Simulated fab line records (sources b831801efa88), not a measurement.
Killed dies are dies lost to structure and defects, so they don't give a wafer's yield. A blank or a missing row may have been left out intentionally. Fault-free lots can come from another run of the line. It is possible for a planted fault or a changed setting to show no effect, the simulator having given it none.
A struck lot beside a sound one | flow sky130 | 20 steps out of a route of 708
Sound: wafers L172.1, L172.4, L172.5. Wafers struck: L177.2, L177.4, L177.6. Last of all comes the cause.
Each step with rows lists, per side, the tool, then ch with its chambers, then its first start. Under that, the readings that differ: sound wafers | struck wafers | difference of the means | sigmas: that difference in standard deviations of wafers without a fault.
alike: words and numbers the same on both sides, and readings whose means are apart by under 2 such deviations; not compared: readings that were withheld, readings missing a value for some wafer, numbers with overlapping values and no deviation given by the record, and bounds like >300 which may hide the same value.
Wherever a step has rows on one side only, a row that says differs or no value, or a row with sigmas, the two part there. Numbers that have no deviation but don't overlap get no sigmas and don't part them. A reading missing from all wafers of one side parts the sides only when that side holds two or more wafers.

SKY_LDD_HVP_OVL_MEAS_07:
  sound: overlay-01 at day 23 00:44; struck: overlay-02 at day 24 22:45
  alike: LDD_HVP_OVL
then, 1 step without rows for these wafers: SKY_LDD_HVP_IMPLANT_08.
SKY_LDD_HVP_STRIP_09: strips in O2/N2.
  sound on plasma-asher-03 ch 0, day 23 00:55; struck on plasma-asher-03 ch 0,1, day 24 22:56
  alike: chamber-pressure-mTorr, drypump-motor-current-A, n2-flow-sccm, oes-product-au, strip-time-to-endpoint-s
  not compared: rf-hours-counter-h
SKY_LDD_HVP_TW_MEAS_10:
  sound: film-metro-02 at day 23 01:01; struck: film-metro-02 at day 24 23:02
  alike: LDD_HVP_TW
then, 7 steps without rows for these wafers: SKY_LDD_LDN_DEHYDRATE_00 (time 60 s); SKY_LDD_LDN_HMDS_01 (prime time 60 s); SKY_LDD_LDN_COAT_02 (resist thk 1140 nm); SKY_LDD_LDN_SOFTBAKE_03 (time 60 s); SKY_LDD_LDN_EXPOSE_04 (exposes mask LDNTM, target cd 700 nm); SKY_LDD_LDN_PEB_05; SKY_LDD_LDN_DEVELOP_06 (develop time 60 s).
SKY_LDD_LDN_OVL_MEAS_07:
  sound: overlay-02 at day 24 07:33; struck: overlay-02 at day 26 04:39
  alike: LDD_LDN_OVL
SKY_LDD_LDN_IMPLANT_08:
  sound on implanter-02 ch 0, day 24 07:35; struck on implanter-01 ch 0, day 26 04:43
  reading            | sound                            | struck                        | difference | sigmas
  dose-ions-cm2      | 1.2475e+13 1.2507e+13 1.2479e+13 | 5.641e+12 5.656e+12 5.623e+12 | -6.847e+12 | -99 or more
  faraday-current-uA | 71.4 70.5 70.6                   | 31.6 30.8 33.0                | -39.0      | -30
then, 3 steps without rows for these wafers: SKY_LDD_LDN_IMPLANT_09; SKY_LDD_LDN_IMPLANT_10; SKY_LDD_LDN_IMPLANT_11.
SKY_LDD_LDN_STRIP_12: strips in O2/N2.
  sound on plasma-asher-04 ch 0,1, day 24 08:11; struck on plasma-asher-03 ch 0,1, day 26 05:17
  reading                      | sound             | struck            | difference | sigmas
  strip-time-to-endpoint-s (s) | 14.18 14.26 14.26 | 14.17 14.16 14.13 | -0.08      | -2
  alike: chamber-pressure-mTorr, drypump-motor-current-A, n2-flow-sccm, oes-product-au
  not compared: rf-hours-counter-h
SKY_LDD_LDN_TW_MEAS_13:
  sound: film-metro-04 at day 24 08:17; struck: film-metro-02 at day 26 05:23
  reading    | sound          | struck         | difference | sigmas
  LDD_LDN_TW | 1447 1448 1453 | 1409 1414 1417 | -36        | -3
then, 1 step without rows for these wafers: SKY_LDD_LDN_CLEAN_14 (cleans in SC1/SC2, time 150 s).
-- the record jumps here: 22 days lie between the struck wafers' starts before and after (it left off in module LDD_LDN and takes up again in module PAD_OPEN, whose first step shown is number 708 of the route) --
SKY_PAD_OPEN_PROBE_99:
  sound: prober-02 at day 46 17:50; struck: prober-01 at day 48 06:34
  reading                         | sound          | struck         | difference | sigmas
  model.etest.tip-sonos.rs-ohm-sq | 2700 2728 2677 | 2813 2866 2875 | +150       |
  alike: killed_at_M0_to_M3, killed_at_M4_up, killed-at-contacts, killed-at-front-end, killed-at-other, killed-dies, killed-on-rim, killed-open, killed-short

## WHERE THEY PART
At SKY_LDD_LDN_IMPLANT_08 first; at SKY_LDD_LDN_TW_MEAS_13 last (within this record only). Later steps at which nothing parts them and some readings are alike: SKY_PAD_OPEN_PROBE_99.

WHY: what the simulator had put in
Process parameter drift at SKY_LDD_LDN_IMPLANT_08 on implanter-01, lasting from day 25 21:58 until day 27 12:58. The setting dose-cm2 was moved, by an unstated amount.
